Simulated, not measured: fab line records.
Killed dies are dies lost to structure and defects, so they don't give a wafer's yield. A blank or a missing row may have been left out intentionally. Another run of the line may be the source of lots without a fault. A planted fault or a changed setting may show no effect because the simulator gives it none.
fab line records -- flow gf180mcu
record lots=5, wafers=15, last-day=33
route steps=602 shown M3@421 V3@429 M4@456
lots that met no fault: from a run of the same line without faults
start-h: hours from the record's opening day to when the first of the lot's shown wafers began -- wait-h: how many hours have passed since the lot's step before this one -- " repeats the value in the row above -- L1.1+2: several wafers, shown together as one row -- - value missing, or start not given -- * or withheld: withheld -- < > ~ a bound
route shown NAME@n: a module of which the file shows steps, and the number in the route of the first -- usual: the fault-free wafers' mean and standard deviation -- same: alike in all rows -- chamber/n: place in a boat -- sites: each site's reading -- _std_site: standard deviation of those values -- _edge_site: mean of outer sites minus mean of inner sites -- radius-mm: for every site, how far away it sits from the centre of the wafer -- mask NAME#n: copy n -- behind: the most recent tool/chamber to have shaped the wafer -- hold: reason for holding the lot/hours on hold/outcome of the hold -- device: the transistor (n, p or np) that didn't switch -- end of line: at the end of the route, the tests of the same wafers -- a step without rows: its recipe alone -- killed: dies lost to structure and defects at the first sort, not the wafer's yield -- map: a wafer's dies, x killed, . not, _ none there
set.NAME: setting as actually run; set.NAME@STEP: the setting as run at that earlier step -- model.NAME: the simulator's own value behind a step, which no gauge read
lots seen at some steps along the route; tables by step, rows by wafer
services: from which hour (start-h, from the record's first day; less than 0 if before it) a tool's chamber was out of use, for how many hours, and why
## steps
# step GF_M3_PEB_12
# recipe peb-temp-c=135, peb-time-s=90, resist=KrF
# step GF_M3_DEVELOP_13
# recipe develop-time-s=60, dev-temp-c=21
# step GF_M3_CD_MEAS_14
# recipe target-cd-nm=280
# usual cd-nm=279.9/1.1
lot.wafer,tool,chamber,start-h,wait-h,cd-nm
L340.1,cd-sem-02,-,496.65,0.1,278.3
L340.4,cd-sem-02,-,496.65,0.1,278.4
L340.6,cd-sem-02,-,496.65,0.1,278.8
L347.4,cd-sem-02,-,560.55,0.1,279.7
L347.5,cd-sem-02,-,560.55,0.1,280.5
L347.6,cd-sem-02,-,560.55,0.1,280.5
L349.1,cd-sem-01,-,571.90,0.1,280.2
L349.5,cd-sem-01,-,571.90,0.1,279.9
L349.6,cd-sem-01,-,571.90,0.1,280.6
L357.3,cd-sem-01,-,640.19,0.1,279.5
L357.5,cd-sem-01,-,640.19,0.1,278.9
L357.6,cd-sem-01,-,640.19,0.1,279.4
L359.1,cd-sem-02,-,647.20,0.1,281.2
L359.4,cd-sem-02,-,647.20,0.1,281.1
L359.5,cd-sem-02,-,647.20,0.1,281.0
# step GF_M3_OVL_MEAS_15
# usual M3_OVL=-1/6.7
lot.wafer,tool,chamber,start-h,wait-h,M3_OVL[nm]
L340.1,overlay-01,-,496.77,0.1,-5
L340.4,overlay-01,-,496.77,0.1,4
L340.6,overlay-01,-,496.77,0.1,3
L347.4,overlay-02,-,560.63,0.1,4
L347.5,overlay-02,-,560.63,0.1,-3
L347.6,overlay-02,-,560.63,0.1,-1
L349.1,overlay-02,-,572.02,0.1,4
L349.5,overlay-02,-,572.02,0.1,5
L349.6,overlay-02,-,572.02,0.1,8
L357.3,overlay-02,-,640.28,0.1,-5
L357.5,overlay-02,-,640.28,0.1,-4
L357.6,overlay-02,-,640.28,0.1,-13
L359.1,overlay-01,-,647.32,0.1,5
L359.4,overlay-01,-,647.32,0.1,7
L359.5,overlay-01,-,647.32,0.1,1
# step GF_M3_METAL_ETCH_16
# recipe chemistry=Cl2/BCl3, mask-material=KrF, target-depth-nm=627.5, stop-on=SiO2, pressure-mtorr=8, icp-w=800, bias-w=140, Cl2_flow_sccm=80, bcl3-flow-sccm=40, time-s=104.6
# step GF_M3_STRIP_17
# recipe chemistry=O2/N2, power-w=1400, pressure-mtorr=1500, platen-temp-c=250, o2-flow-sccm=3000, n2-flow-sccm=300, overash-fraction=0.5
# usual drypump-motor-current-A=5.9/0.51, heater-power-w=332/29, oes-product-au=0.557/0.0046, strip-time-to-endpoint-s=7.86/0.033
lot.wafer,tool,chamber,start-h,wait-h,drypump-motor-current-A,heater-power-w,oes-product-au,rf-hours-counter-h,strip-time-to-endpoint-s
L340.1,plasma-asher-02,1,496.92,0.1,5.5,304,0.552,40,7.80
L340.4,plasma-asher-02,1,496.92,0.1,5.5,306,0.557,-,7.86
L340.6,plasma-asher-02,1,496.92,0.1,5.5,301,0.560,-,7.82
L347.4,plasma-asher-01,0,560.79,0.1,6.4,296,0.552,-,7.89
L347.5,plasma-asher-01,1,560.79,0.1,6.1,336,0.557,-,7.88
L347.6,plasma-asher-01,0,560.79,0.1,6.4,293,0.553,-,7.90
L349.1,plasma-asher-02,0,572.17,0.1,6.5,385,0.561,49,7.84
L349.5,plasma-asher-02,1,572.17,0.1,5.5,302,0.559,-,7.83
L349.6,plasma-asher-02,0,572.17,0.1,6.5,384,0.556,-,7.88
L357.3,plasma-asher-01,1,640.45,0.1,6.1,341,0.555,-,7.89
L357.5,plasma-asher-01,0,640.45,0.1,6.4,295,0.560,-,7.92
L357.6,plasma-asher-01,1,640.45,0.1,6.1,327,0.564,-,7.90
L359.1,plasma-asher-04,1,647.47,0.1,5.1,324,0.556,85,7.88
L359.4,plasma-asher-04,0,647.47,0.1,5.8,357,0.551,-,7.83
L359.5,plasma-asher-04,1,647.47,0.1,5.1,316,0.559,-,7.88
# step GF_M3_STRIP_18
# recipe chemistry=post-etch-residue-remover, time-s=1200, temp-c=72.5
# step GF_M3_CLEAN_19
# recipe chemistry=DIW, dry=n2-spin
# step GF_V3_CVD_00
# recipe material=SiO2, target-thk-nm=600, sigma-open-frac=0.3, temp-c=400, time-s=100, sih4-flow-sccm=60, pressure-mtorr=6
# step GF_V3_THK_MEAS_01
# recipe reads=SiO2_of_V3_CVD_00
# usual V3_CVD_00_THK=602/5.8
lot.wafer,tool,chamber,start-h,wait-h,V3_CVD_00_THK[nm]
L340.1,film-metro-03,-,497.53,0.0,602
L340.4,film-metro-03,-,497.53,0.0,597
L340.6,film-metro-03,-,497.53,0.0,600
L347.4,film-metro-04,-,561.42,0.0,598
L347.5,film-metro-04,-,561.42,0.0,594
L347.6,film-metro-04,-,561.42,0.0,604
L349.1,film-metro-03,-,572.79,0.0,603
L349.5,film-metro-03,-,572.79,0.0,604
L349.6,film-metro-03,-,572.79,0.0,603
L357.3,film-metro-02,-,641.04,0.1,606
L357.5,film-metro-02,-,641.04,0.1,601
L357.6,film-metro-02,-,641.04,0.1,606
L359.1,film-metro-02,-,648.09,0.0,599
L359.4,film-metro-02,-,648.09,0.0,599
L359.5,film-metro-02,-,648.09,0.0,600
# step GF_V3_CVD_02
# recipe material=SiO2, target-thk-nm=850, precursor=TEOS, temp-c=400, time-s=94.851, rf-w=600
# usual heater-power-w=638/73
lot.wafer,tool,chamber,start-h,wait-h,heater-power-w
L340.1,pecvd-01,2,497.59,0.1,565
L340.4,pecvd-01,2,497.59,0.1,596
L340.6,pecvd-01,1,497.59,0.1,717
L347.4,pecvd-03,0,561.49,0.1,667
L347.5,pecvd-03,1,561.49,0.1,552
L347.6,pecvd-03,2,561.49,0.1,516
L349.1,pecvd-03,2,572.85,0.1,553
L349.5,pecvd-03,0,572.85,0.1,719
L349.6,pecvd-03,2,572.85,0.1,599
L357.3,pecvd-01,2,641.08,0.0,573
L357.5,pecvd-01,2,641.08,0.0,595
L357.6,pecvd-01,0,641.08,0.0,639
L359.1,pecvd-01,1,648.15,0.1,677
L359.4,pecvd-01,1,648.15,0.1,714
L359.5,pecvd-01,2,648.15,0.1,476
# step GF_V3_THK_MEAS_03
# recipe reads=SiO2_of_V3_CVD_02
# usual V3_CVD_02_THK=850/11
lot.wafer,tool,chamber,start-h,wait-h,V3_CVD_02_THK[nm]
L340.1,film-metro-02,-,497.66,0.0,843
L340.4,film-metro-02,-,497.66,0.0,847
L340.6,film-metro-02,-,497.66,0.0,856
L347.4,film-metro-03,-,561.55,0.0,861
L347.5,film-metro-03,-,561.55,0.0,860
L347.6,film-metro-03,-,561.55,0.0,877
L349.1,film-metro-02,-,572.92,0.0,853
L349.5,film-metro-02,-,572.92,0.0,863
L349.6,film-metro-02,-,572.92,0.0,868
L357.3,film-metro-03,-,641.17,0.1,829
L357.5,film-metro-03,-,641.17,0.1,842
L357.6,film-metro-03,-,641.17,0.1,848
L359.1,film-metro-03,-,648.22,0.0,839
L359.4,film-metro-03,-,648.22,0.0,850
L359.5,film-metro-03,-,648.22,0.0,854
# step GF_V3_CMP_04
# recipe material=SiO2, down-force-psi=4, platen-rpm=60, pad-velocity-m-s=0.94248
# usual motor-current-A=12.0/1.1, slurry-filter-dp-kPa=13.49/0.14, time-to-endpoint-s=82/5.3
lot.wafer,tool,chamber,start-h,wait-h,motor-current-A,slurry-filter-dp-kPa,time-to-endpoint-s,model.SiO2_of_V3_CVD_02.thk-nm
L340.1,cmp-02,0,497.72,0.1,12.4,13.30,78,631.4
L340.4,cmp-02,2,497.72,0.1,12.2,13.48,76,631.1
L340.6,cmp-02,0,497.72,0.1,12.3,13.67,82,630.3
L347.4,cmp-02,1,561.58,0.0,14.0,13.47,87,634.1
L347.6,cmp-02,1,561.58,0.0,13.5,13.75,96,635.6
L347.5,cmp-02,2,561.58,0.0,11.0,13.50,84,633.5
L349.1,cmp-02,1,573.08,0.1,13.6,13.29,82,634
L349.5,cmp-02,3,573.08,0.1,11.9,13.47,88,634
L349.6,cmp-02,0,573.08,0.1,12.2,13.38,67,696.9
L357.3,cmp-01,0,641.26,0.1,12.9,13.51,76,634.4
L357.6,cmp-01,3,641.26,0.1,10.4,13.69,80,631.9
L357.5,cmp-01,0,641.26,0.1,13.3,13.44,78,633.2
L359.4,cmp-01,1,648.28,0.0,10.6,13.68,76,633.5
L359.1,cmp-01,3,648.28,0.0,10.3,13.49,75,634.4
L359.5,cmp-01,2,648.28,0.0,11.3,13.39,81,633.3
# step GF_V3_BOW_MEAS_05
# recipe mode=bow
# usual V3_BOW=116/8.4
lot.wafer,tool,chamber,start-h,wait-h,hold,V3_BOW[um]
L340.1,film-metro-03,-,498.02,0.2,-,101
L340.4,film-metro-03,-,498.02,0.2,-,108
L340.6,film-metro-03,-,498.02,0.2,-,110
L347.4,film-metro-03,-,561.94,0.3,-,111
L347.5,film-metro-03,-,561.94,0.3,-,119
L347.6,film-metro-03,-,561.94,0.3,-,110
L349.1,film-metro-02,-,573.28,0.1,await-dispo/0.2h/release,106
L349.5,film-metro-02,-,573.28,0.1,await-dispo/0.2h/release,110
L349.6,film-metro-02,-,573.28,0.1,await-dispo/0.2h/release,124
L349.1,film-metro-02,-,573.56,0.3,-,-
L349.5,film-metro-02,-,573.56,0.3,-,-
L349.6,film-metro-02,-,573.56,0.3,-,-
L357.3,film-metro-02,-,641.55,0.2,-,114
L357.5,film-metro-02,-,641.55,0.2,-,134
L357.6,film-metro-02,-,641.55,0.2,-,125
L359.1,film-metro-02,-,648.58,0.1,-,114
L359.4,film-metro-02,-,648.58,0.1,-,104
L359.5,film-metro-02,-,648.58,0.1,-,117
# step GF_V3_HMDS_07
# recipe prime-time-s=60, prime-temp-c=120
# step GF_V3_COAT_08
# recipe resist=BARC, temp-c=withheld, time-s=withheld, spin-rpm=withheld, resist-thk-nm=withheld
# step GF_V3_COAT_09
# recipe resist=KrF, spin-rpm=withheld, resist-thk-nm=1000
# step GF_V3_SOFTBAKE_10
# recipe temp-c=130, time-s=60, resist=KrF
# step GF_V3_EXPOSE_11
# recipe mask-id=Via3, target-cd-nm=260, na=0.68, source-shape=conventional, sigma-outer=0.6, dose-mj=38
# step GF_V3_PEB_12
# recipe peb-temp-c=135, peb-time-s=90, resist=KrF
# step GF_V3_DEVELOP_13
# recipe develop-time-s=60, resist=KrF, dev-temp-c=21
# step GF_V3_CD_MEAS_14
# recipe target-cd-nm=260
# usual cd-nm=260.2/1.1
lot.wafer,tool,chamber,start-h,wait-h,cd-nm
L340.1,cd-sem-02,-,520.45,0.1,260.6
L340.4,cd-sem-02,-,520.45,0.1,261.8
L340.6,cd-sem-02,-,520.45,0.1,261.9
L347.4,cd-sem-01,-,583.76,0.1,259.6
L347.5,cd-sem-01,-,583.76,0.1,258.3
L347.6,cd-sem-01,-,583.76,0.1,258.5
L349.1,cd-sem-02,-,594.65,0.1,260.2
L349.5,cd-sem-02,-,594.65,0.1,259.2
L349.6,cd-sem-02,-,594.65,0.1,259.7
L357.3,cd-sem-01,-,660.64,0.1,261.2
L357.5,cd-sem-01,-,660.64,0.1,260.4
L357.6,cd-sem-01,-,660.64,0.1,259.9
L359.1,cd-sem-02,-,668.05,0.1,259.0
L359.4,cd-sem-02,-,668.05,0.1,258.8
L359.5,cd-sem-02,-,668.05,0.1,259.9
# step GF_V3_OVL_MEAS_15
# usual V3_OVL=-1/4.9
lot.wafer,tool,chamber,start-h,wait-h,V3_OVL[nm]
L340.1,overlay-02,-,520.57,0.1,6
L340.4,overlay-02,-,520.57,0.1,2
L340.6,overlay-02,-,520.57,0.1,-4
L347.4,overlay-02,-,583.84,0.1,-6
L347.5,overlay-02,-,583.84,0.1,-5
L347.6,overlay-02,-,583.84,0.1,-13
L349.1,overlay-02,-,594.77,0.1,7
L349.5,overlay-02,-,594.77,0.1,3
L349.6,overlay-02,-,594.77,0.1,2
L357.3,overlay-02,-,660.74,0.1,3
L357.5,overlay-02,-,660.74,0.1,-2
L357.6,overlay-02,-,660.74,0.1,-2
L359.1,overlay-01,-,668.17,0.1,4
L359.4,overlay-01,-,668.17,0.1,-7
L359.5,overlay-01,-,668.17,0.1,-2
# step GF_V3_ETCH_16
# recipe chemistry=N2/H2, target-depth-a=withheld, overetch-a=withheld, time-s=withheld, target=BARC, ion-energy-ev=200, source-w=500, bias-w=100, pressure-mtorr=30, n2-flow-sccm=100, h2-flow-sccm=200
# usual bias-w=99.96/0.28, drypump-motor-current-A=5.7/0.35, oes-product-au=0.854/0.0046, throttle-valve-pct=13.226/0.0094
lot.wafer,tool,chamber,start-h,wait-h,bias-w,drypump-motor-current-A,oes-product-au,throttle-valve-pct
L340.1,rie-diel-03,2,520.61,0.0,99.92,5.5,0.851,13.241
L340.4,rie-diel-03,1,520.61,0.0,100.32,6.0,0.861,13.230
L340.6,rie-diel-03,3,520.61,0.0,99.32,5.9,0.859,13.231
L347.4,rie-diel-03,2,583.88,0.0,100.13,5.5,0.852,13.236
L347.5,rie-diel-03,3,583.88,0.0,99.89,6.0,0.858,13.216
L347.6,rie-diel-03,0,583.88,0.0,100.14,6.0,0.856,13.226
L349.1,rie-diel-04,2,594.81,0.0,99.46,4.9,0.851,13.222
L349.5,rie-diel-04,0,594.81,0.0,99.96,5.6,0.856,13.231
L349.6,rie-diel-04,1,594.81,0.0,99.78,5.6,0.854,13.226
L357.3,rie-diel-04,0,660.76,0.0,100.24,5.6,0.867,13.228
L357.5,rie-diel-04,3,660.76,0.0,100.29,5.3,0.842,13.233
L357.6,rie-diel-04,1,660.76,0.0,99.87,5.6,0.852,13.222
L359.1,rie-diel-02,3,668.20,0.0,99.44,5.5,0.859,13.216
L359.4,rie-diel-02,2,668.20,0.0,99.54,5.9,0.857,13.218
L359.5,rie-diel-02,3,668.20,0.0,99.74,5.5,0.857,13.209
# step GF_V3_ETCH_17
# recipe chemistry=C4F8/O2/Ar, mask-material=KrF, target=SiO2, stop-on=TiN, source-w=1500, bias-w=1200, pressure-mtorr=40, c4f8-flow-sccm=withheld, O2_flow_sccm=6, Ar_flow_sccm=300, time-s=withheld, target-depth-a=6350
# usual bias-w=1200/3.6, oes-product-au=0.855/0.0044
lot.wafer,tool,chamber,start-h,wait-h,bias-w,oes-product-au,model.V3.feature-depth-nm,model.etch.depth-nm
L340.1,rie-diel-03,2,-,-,1205,0.856,631.4,631.4
L340.4,rie-diel-03,1,-,-,1203,0.860,631.1,631.1
L340.6,rie-diel-03,3,-,-,1201,0.855,630.3,630.3
L347.4,rie-diel-03,2,-,-,1192,0.857,634.1,634.1
L347.5,rie-diel-03,3,-,-,1205,0.862,633.5,633.5
L347.6,rie-diel-03,0,-,-,1199,0.862,635.6,635.6
L349.1,rie-diel-04,2,-,-,1203,0.856,634,634
L349.5,rie-diel-04,0,-,-,1202,0.856,634,634
L349.6,rie-diel-04,1,-,-,1203,0.899,696.9,696.9
L357.3,rie-diel-04,0,-,-,1205,0.854,634.4,634.4
L357.5,rie-diel-04,3,-,-,1196,0.852,633.2,633.2
L357.6,rie-diel-04,1,-,-,1196,0.851,631.9,631.9
L359.1,rie-diel-02,3,-,-,1202,0.854,634.4,634.4
L359.4,rie-diel-02,2,-,-,1205,0.856,633.5,633.5
L359.5,rie-diel-02,3,-,-,1203,0.857,633.3,633.3
# step GF_V3_STRIP_18
# recipe chemistry=O2/N2, power-w=1400, pressure-mtorr=1500, platen-temp-c=250, o2-flow-sccm=3000, n2-flow-sccm=300, overash-fraction=0.5
# usual drypump-motor-current-A=5.7/0.49, heater-power-w=345/24, oes-product-au=0.593/0.0052
lot.wafer,tool,chamber,start-h,wait-h,drypump-motor-current-A,heater-power-w,oes-product-au,rf-hours-counter-h
L340.1,plasma-asher-02,1,520.74,-,5.5,300,0.594,43
L340.4,plasma-asher-02,1,520.74,-,5.5,293,0.586,-
L340.6,plasma-asher-02,1,520.74,-,5.5,299,0.591,-
L347.4,plasma-asher-03,1,584.02,-,5.6,366,0.594,-
L347.5,plasma-asher-03,1,584.02,-,5.6,361,0.591,-
L347.6,plasma-asher-03,0,584.02,-,6.4,348,0.592,-
L349.1,plasma-asher-03,1,594.94,-,5.6,361,0.596,93
L349.5,plasma-asher-03,0,594.94,-,6.3,357,0.603,-
L349.6,plasma-asher-03,1,594.94,-,5.7,356,0.594,-
L357.3,plasma-asher-04,0,660.92,-,5.8,357,0.584,-
L357.5,plasma-asher-04,1,660.92,-,5.1,328,0.589,-
L357.6,plasma-asher-04,0,660.92,-,5.8,351,0.593,-
L359.1,plasma-asher-04,0,668.33,-,5.8,353,0.593,87
L359.4,plasma-asher-04,0,668.33,-,5.8,359,0.585,-
L359.5,plasma-asher-04,0,668.33,-,5.8,357,0.583,-
# step GF_V3_STRIP_19
# recipe chemistry=post-etch-residue-remover, time-s=1200, temp-c=72.5
# step GF_V3_CLEAN_20
# recipe chemistry=DIW, dry=n2-spin
# step GF_V3_SPUTTER_21
# recipe material=Ti, target-thk-nm=15, chamber-pressure-pa=5, power-w=2500, substrate-temp-c=200, time-s=80.02
# step GF_V3_SPUTTER_22
# recipe material=TiN, target-thk-nm=10, chamber-pressure-pa=5, power-w=4000, time-s=40
# usual cathode-dc-power-W=4000.0/0.73, throttle-valve-pct=30.2/0.74
lot.wafer,tool,chamber,start-h,wait-h,cathode-dc-power-W,throttle-valve-pct
L340.1,pvd-sputter-01,-,521.37,0.0,4001.2,29.8
L340.4,pvd-sputter-01,-,521.37,0.0,3999.8,29.0
L340.6,pvd-sputter-01,-,521.37,0.0,3999.4,30.8
L347.4,pvd-sputter-03,-,584.66,0.0,4000.5,30.9
L347.5,pvd-sputter-03,-,584.66,0.0,3999.9,30.8
L347.6,pvd-sputter-03,-,584.66,0.0,4000.9,30.2
L349.1,pvd-sputter-02,-,595.53,0.0,4000.4,30.7
L349.5,pvd-sputter-02,-,595.53,0.0,3998.6,31.9
L349.6,pvd-sputter-02,-,595.53,0.0,3999.8,29.6
L357.3,pvd-sputter-01,-,661.90,0.0,4001.5,29.3
L357.5,pvd-sputter-01,-,661.90,0.0,4000.7,29.5
L357.6,pvd-sputter-01,-,661.90,0.0,3998.3,29.6
L359.1,pvd-sputter-01,-,668.97,0.0,3999.7,30.9
L359.4,pvd-sputter-01,-,668.97,0.0,4000.4,29.2
L359.5,pvd-sputter-01,-,668.97,0.0,3999.4,29.5
# step GF_V3_CVD_23
# recipe material=W, target-thk-nm=350, time-s=104.9, temp-c=400, pressure-torr=40
# step GF_V3_RS_MEAS_24
# recipe thk-meas-gauge=four-point-probe, reads=W_of_V3_CVD_23+TiN_of_V3_SPUTTER_22+Ti_of_V3_SPUTTER_21
# usual V3_W_RS=0.329/0.0042
lot.wafer,tool,chamber,start-h,wait-h,V3_W_RS[ohm/sq]
L340.1,film-metro-03,-,521.52,0.1,0.332
L340.4,film-metro-03,-,521.52,0.1,0.332
L340.6,film-metro-03,-,521.52,0.1,0.328
L347.4,film-metro-02,-,584.93,0.2,0.325
L347.5,film-metro-02,-,584.93,0.2,0.322
L347.6,film-metro-02,-,584.93,0.2,0.322
L349.1,film-metro-02,-,595.68,0.1,0.330
L349.5,film-metro-02,-,595.68,0.1,0.328
L349.6,film-metro-02,-,595.68,0.1,0.327
L357.3,film-metro-03,-,662.09,0.1,0.331
L357.5,film-metro-03,-,662.09,0.1,0.330
L357.6,film-metro-03,-,662.09,0.1,0.331
L359.1,film-metro-04,-,669.12,0.1,0.336
L359.4,film-metro-04,-,669.12,0.1,0.334
L359.5,film-metro-04,-,669.12,0.1,0.332
# step GF_V3_THK_MEAS_25
# recipe thk-meas-gauge=xrf, reads=W_of_V3_CVD_23
# usual V3_W_THK=352/5.9
lot.wafer,tool,chamber,start-h,wait-h,V3_W_THK[nm]
L340.1,film-metro-03,-,521.64,0.1,348
L340.4,film-metro-03,-,521.64,0.1,349
L340.6,film-metro-03,-,521.64,0.1,353
L347.4,film-metro-02,-,585.02,0.1,358
L347.5,film-metro-02,-,585.02,0.1,362
L347.6,film-metro-02,-,585.02,0.1,364
L349.1,film-metro-02,-,595.80,0.1,354
L349.5,film-metro-02,-,595.80,0.1,356
L349.6,film-metro-02,-,595.80,0.1,358
L357.3,film-metro-03,-,662.19,0.1,350
L357.5,film-metro-03,-,662.19,0.1,349
L357.6,film-metro-03,-,662.19,0.1,348
L359.1,film-metro-04,-,669.24,0.1,338
L359.4,film-metro-04,-,669.24,0.1,342
L359.5,film-metro-04,-,669.24,0.1,342
# step GF_V3_CMP_26
# recipe stop-on=SiO2, down-force-psi=3.5, platen-rpm=60, t-overpolish-s=15, target-thk-nm=0, pad-velocity-m-s=0.94248
# usual motor-current-A=10.9/1, slurry-filter-dp-kPa=13.50/0.13
lot.wafer,tool,chamber,start-h,wait-h,motor-current-A,slurry-filter-dp-kPa,model.SiO2_of_V3_CVD_02.thk-nm
L340.1,cmp-01,2,521.70,0.1,11.2,13.62,627.6
L340.4,cmp-01,3,521.70,0.1,9.5,13.28,627.3
L340.6,cmp-01,2,521.70,0.1,11.1,13.56,626.5
L347.4,cmp-02,2,585.10,0.1,10.4,13.44,630.3
L347.5,cmp-02,1,585.10,0.1,12.2,13.44,629.7
L347.6,cmp-02,2,585.10,0.1,9.7,13.43,631.8
L349.1,cmp-02,0,596.01,0.2,11.6,13.32,630.3
L349.6,cmp-02,1,596.01,0.2,12.4,13.75,693.1
L349.5,cmp-02,2,596.01,0.2,10.9,13.62,630.3
L357.3,cmp-01,0,662.38,0.2,11.9,13.56,630.7
L357.6,cmp-01,1,662.38,0.2,10.3,13.44,628.2
L357.5,cmp-01,2,662.38,0.2,11.6,13.50,629.4
L359.1,cmp-01,3,669.35,0.1,9.4,13.78,630.7
L359.4,cmp-01,1,669.35,0.1,9.9,13.45,629.8
L359.5,cmp-01,2,669.35,0.1,10.9,13.62,629.5
# step GF_M4_SPUTTER_00
# recipe material=Ti, target-thk-nm=37.5, arriving-ion-energy-ev=80, substrate-temp-c=200, chamber-pressure-pa=2, power-w=4000, time-s=150
## services
tool,chamber,start-h,hours,kind
pecvd-03,1,482.05,16.4,repair
rie-diel-04,-,491.78,2.8,pm
cmp-02,-,500.61,1.5,repair
cmp-02,-,502.16,1.2,repair
rie-diel-03,3,521.76,8.0,repair
cmp-01,-,531.35,0.9,repair
rie-diel-04,0,535.78,8.7,repair
rie-diel-04,3,549.99,9.1,repair
pvd-sputter-01,-,559.42,13.3,repair
cmp-01,-,572.00,4.0,pm
rie-diel-03,1,577.50,13.6,repair
cmp-01,-,593.51,4.6,repair
plasma-asher-02,-,593.55,14.6,pm
cmp-01,-,613.35,5.5,pm
pecvd-01,-,615.35,2.4,repair
pvd-sputter-01,-,626.05,3.0,repair
plasma-asher-04,-,630.80,2.8,pm
rie-diel-04,2,633.47,48.7,repair
cmp-01,-,634.08,5.6,pm
rie-diel-03,-,642.66,0.6,repair
rie-diel-03,1,644.39,13.9,repair
rie-diel-03,3,646.17,8.5,repair
plasma-asher-04,-,649.29,1.4,repair
rie-diel-04,0,662.81,9.8,repair
## key
first-sign step=GF_V3_BOW_MEAS_05, reading=visit, direction=added
effect step=GF_V3_ETCH_17, reading=oes-product-au, direction=up, sigmas=9.8, usual=0.855, struck=0.899
model-effect step=GF_V3_CMP_04, value=SiO2_of_V3_CVD_02.thk-nm, without=633.7, struck=696.9
model-effect step=GF_V3_ETCH_17, value=V3.feature-depth-nm, without=633.7, struck=696.9
model-effect step=GF_V3_CMP_26, value=SiO2_of_V3_CVD_02.thk-nm, without=629.9, struck=693.1
met-at GF_V3_CMP_04
struck-wafers L349.6
onset-between 561.58 573.08
fault kind=process-parameter-drift, tool=cmp-02, chamber=-, onset-h=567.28, steps=GF_V3_CMP_04, channel=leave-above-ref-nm, offset=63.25, shape=step, end-h=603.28, scope=struck-wafers-only, acts-in=these-recipes-only, stated=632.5
